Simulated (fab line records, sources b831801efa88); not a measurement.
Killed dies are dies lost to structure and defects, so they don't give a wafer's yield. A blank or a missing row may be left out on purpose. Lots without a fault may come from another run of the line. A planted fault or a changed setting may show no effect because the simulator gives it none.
Which tool did it? | flow gf180mcu | 6 lots, 17 wafers sampled, at 2 steps of a route of 602

WHAT THE GAUGES READ, wafer by wafer
GF_V2_THK_MEAS_01.
lot  | measured     | on            | V2_CVD_00_THK (nm)
L942 | day 19 06:17 | film_metro-04 | 606 608 604
L944 | day 21 01:46 | film_metro-01 | 596 597 591
L947 | day 21 12:07 | film_metro-04 | 596 598 587
L953 | day 23 15:37 | film_metro-04 | 606 599 604
L955 | day 24 16:13 | film_metro-01 | 597 475 596 475
L964 | day 27 03:45 | film_metro-04 | 604 596 600

WHICH TOOL RAN EACH LOT (tool, then ch and the chambers of the sampled wafers, then the start)
lot  | GF_V2_CVD_00
L942 | hdpcvd-02 ch 0,2, day 19 06:12
L944 | hdpcvd-02 ch 0,1,2, day 21 01:42
L947 | hdpcvd-02 ch 0,1,2, day 21 12:03
L953 | hdpcvd-02 ch 0,1, day 23 15:32
L955 | hdpcvd-02 ch 1,2, day 24 16:08
L964 | hdpcvd-01 ch 0,1, day 27 03:41
- GF_V2_CVD_00: deposits SiO2, target thk 600 nm, time 100 s.

THE ANSWER, worked out from the rows above alone
Rule: what is usual is taken from the lots themselves. Put in order of their means at a reading, lots are off if they are a third of the lots or fewer, leave a main group of 4 or more, and stand apart from it by a gap of 3 or more times the standard deviation of the main group's means; of several such gaps the widest counts. A main group whose means are all the same, to the digits that the tables above print for the reading, isn't used. A lot without any number at a reading at which 4 lots or more have one is off too. The other lots that the step has rows for count as sound.
Off: L955, at GF_V2_THK_MEAS_01 (V2_CVD_00_THK). The main group: mean 599 nm, standard deviation 4.7.
A tool fits if, at a process step before that reading, it ran every lot that is off, and no sound lot after the first of them. The gauges at GF_V2_THK_MEAS_01 are tried like those tools. Can't be told from this: 2 tools fit, hdpcvd-02 at GF_V2_CVD_00, film_metro-01 at GF_V2_THK_MEAS_01.

WHAT THE SIMULATOR HAD PUT IN
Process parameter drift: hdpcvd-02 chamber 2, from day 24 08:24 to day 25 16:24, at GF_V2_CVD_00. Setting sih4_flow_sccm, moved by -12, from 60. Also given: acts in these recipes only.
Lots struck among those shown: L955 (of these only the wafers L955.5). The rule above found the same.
